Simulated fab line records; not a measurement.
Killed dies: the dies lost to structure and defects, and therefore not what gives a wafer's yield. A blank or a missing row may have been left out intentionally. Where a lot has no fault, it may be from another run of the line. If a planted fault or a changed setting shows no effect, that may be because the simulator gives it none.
What tool caused it? | flow sky130 | 6 lots with 18 wafers sampled at 4 steps, on a route of 708 steps

## WHAT THE GAUGES SHOWED, per wafer
SKY_VT_ADJUST_LVTN_TW_MEAS_10.
lot  | measured     | on            | VT_ADJUST_LVTN_TW
L287 | day 7 07:08  | film metro-04 | 246.1 245.5 244.7
L289 | day 7 15:28  | film metro-03 | 238.8 238.4 239.9
L291 | day 8 04:37  | film metro-03 | 239.6 239.5 239.5
L295 | day 9 07:59  | film metro-03 | 241.0 241.6 242.1
L305 | day 12 01:07 | film metro-03 | 241.6 241.7 241.2
L308 | day 12 21:17 | film metro-04 | 244.9 244.8 244.6

## EACH LOT AND THE TOOL THAT RAN IT (in order: tool; ch and the chambers of the sampled wafers; start)
lot  | SKY_PWDE_STRIP_09                   | SKY_VT_ADJUST_HVTP_STRIP_10          | SKY_VT_ADJUST_LVTN_STRIP_09
L287 | plasma asher-02 ch 0,1, day 4 04:02 | plasma asher-04 ch 0,1, day 6 11:46  | plasma asher-03 ch 0,1, day 7 07:04
L289 | plasma asher-03 ch 0,1, day 4 12:39 | plasma asher-04 ch 0,1, day 6 20:16  | plasma asher-03 ch 0,1, day 7 15:22
L291 | plasma asher-04 ch 0,1, day 4 23:54 | plasma asher-01 ch 0,1, day 7 08:11  | plasma asher-01 ch 0,1, day 8 04:30
L295 | plasma asher-02 ch 0,1, day 5 23:48 | plasma asher-01 ch 0,1, day 8 10:25  | plasma asher-02 ch 0,1, day 9 07:52
L305 | plasma asher-04 ch 0,1, day 8 05:04 | plasma asher-01 ch 1, day 11 01:01   | plasma asher-01 ch 0,1, day 12 01:01
L308 | plasma asher-03 ch 0,1, day 8 23:11 | plasma asher-04 ch 0,1, day 11 20:19 | plasma asher-03 ch 0,1, day 12 21:12
- SKY_PWDE_STRIP_09: strips in O2/N2.
- SKY_VT_ADJUST_HVTP_STRIP_10: strips in O2/N2.
- SKY_VT_ADJUST_LVTN_STRIP_09: strips in O2/N2.

## THE ANSWER, worked out from the rows above alone
Rule: the usual values come from the lots themselves. The widest of any qualifying gaps counts: lots, ordered by their means at a reading, are off when they make up no more than a third of the lots, leave a main group of 4 or more, and stand apart from it by 3 or more times the standard deviation of that group's means. A main group whose means are all the same, to the digits that the tables above print for the reading, isn't used. A lot without any number at a reading at which 4 lots or more have one is off too. The other lots that the step has rows for count as sound.
No lot is off on any of the readings shown, so nothing can be concluded from this.

## WHAT THE SIMULATOR PUT IN
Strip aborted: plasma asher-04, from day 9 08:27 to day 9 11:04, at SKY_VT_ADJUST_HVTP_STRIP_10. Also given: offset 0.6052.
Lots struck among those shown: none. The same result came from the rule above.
